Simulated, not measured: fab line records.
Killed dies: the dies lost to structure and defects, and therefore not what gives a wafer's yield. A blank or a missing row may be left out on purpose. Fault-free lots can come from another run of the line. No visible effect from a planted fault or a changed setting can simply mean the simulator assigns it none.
Struck lot and sound lot, side by side :: flow sky130 :: 24 steps out of a route of 708
Sound: the wafers L724.4, L724.5, L724.6. Wafers L740.2, L740.4, L740.5 were the ones struck. Last of all comes the cause.
At each step with rows: each side's tool, then ch and its chambers, then its first start. Under that, the readings that differ: sound wafers :: struck wafers :: difference of the means :: sigmas: that difference in standard deviations of wafers without a fault.
alike: same words and numbers on both sides, and readings whose means sit less than 2 such deviations apart. not compared: any withheld reading, any reading some wafer has no value for, any bound like >300 that may hide the same value, and any number with overlapping values for which the record gives no deviation.
The two part at a step that has a row with sigmas, a row that says differs or no value, or rows on one side only. When numbers do not overlap yet have no deviation, they are printed without sigmas and do not part them. Lack of a reading on every wafer of one side parts them only where that side has two or more wafers.

first, 8 steps without rows for these wafers: SKY_RES_XHIGH_DEHYDRATE_00 (time 60 s); SKY_RES_XHIGH_HMDS_01 (prime time 60 s); SKY_RES_XHIGH_COAT_02 (resist thk 1140 nm); SKY_RES_XHIGH_SOFTBAKE_03 (time 60 s); SKY_RES_XHIGH_EXPOSE_04 (exposes mask URPM, target cd 1270 nm); SKY_RES_XHIGH_PEB_05; SKY_RES_XHIGH_DEVELOP_06 (develop time 60 s); SKY_RES_XHIGH_IMPLANT_07.
SKY_RES_XHIGH_STRIP_08: strips in O2/N2.
  sound on plasma asher-01 ch 0,1, day 27 02:08; struck on plasma asher-02 ch 0,1, day 32 08:01
  alike: drypump motor current A, n2 flow sccm, oes product au, strip time to endpoint s
  not compared: rf hours counter h
SKY_RES_XHIGH_TW_MEAS_09:
  sound: film metro-01 at day 27 02:14; struck: film metro-04 at day 32 08:07
  alike: RES_XHIGH_TW
then, 2 steps without rows for these wafers: SKY_SD_N_DEHYDRATE_00 (time 60 s); SKY_SD_N_HMDS_01 (prime time 60 s).
SKY_SD_N_COAT_02: resist thk 1140 nm.
  sound on litho track-04 ch 0, day 27 16:31; struck on litho track-01 ch 0, day 32 21:52
reading: model.NOVOLAK_of_SD_N_COAT_02.thk nm (nm)
sound: 1140 1140 1141
struck: 1102 1102 1104
difference: -38
sigmas: 
  alike: resist line temp C
then, 3 steps without rows for these wafers: SKY_SD_N_SOFTBAKE_03 (time 60 s); SKY_SD_N_EXPOSE_04 (exposes mask NSDM, target cd 380 nm); SKY_SD_N_PEB_05.
SKY_SD_N_DEVELOP_06: develop time 60 s.
  sound on litho track-01 ch 0, day 28 05:46; struck on litho track-02 ch 0, day 33 10:51
reading: model.NOVOLAK_of_SD_N_COAT_02.thk nm (nm)
sound: 1140 1139 1141
struck: 1102 1102 1104
difference: -37
sigmas: 
  alike: resist line temp C
SKY_SD_N_CD_MEAS_07: the cd target is 380 nm.
  sound: cd sem-01 at day 28 05:55; struck: cd sem-02 at day 33 10:59
reading: cd nm (nm)
sound: 381.8 377.7 379.7
struck: 389.6 386.8 386.9
difference: +8.0
sigmas: +3
SKY_SD_N_OVL_MEAS_08:
  sound: overlay-01 at day 28 05:59; struck: overlay-02 at day 33 11:06
  alike: SD_N_OVL
then, 2 steps without rows for these wafers: SKY_SD_N_IMPLANT_09; SKY_SD_N_IMPLANT_10.
SKY_SD_N_STRIP_11: strips in O2/N2.
  sound on plasma asher-04 ch 0,1, day 28 06:20; struck on plasma asher-04 ch 0,1, day 33 11:26
reading: strip time to endpoint s (s)
sound: 22.52 22.53 22.55
struck: 22.13 22.13 22.14
difference: -0.40
sigmas: -10
  alike: drypump motor current A, n2 flow sccm, oes product au
  not compared: rf hours counter h
SKY_SD_N_TW_MEAS_12:
  sound: film metro-04 at day 28 06:26; struck: film metro-01 at day 33 11:32
  alike: SD_N_TW
-- here the record skips 16 days between the struck wafers' starts before and after, leaving off in module SD_N and picking up in module PAD_OPEN (first step shown: number 708 of the route) --
SKY_PAD_OPEN_PROBE_99:
  rows exist in the record for the struck wafers here (prober-02, day 49 20:07), but not for the sound ones

## WHERE THEY PART
Earliest at SKY_SD_N_CD_MEAS_07; latest, in this record, at SKY_PAD_OPEN_PROBE_99.

WHY: the cause the simulator had injected
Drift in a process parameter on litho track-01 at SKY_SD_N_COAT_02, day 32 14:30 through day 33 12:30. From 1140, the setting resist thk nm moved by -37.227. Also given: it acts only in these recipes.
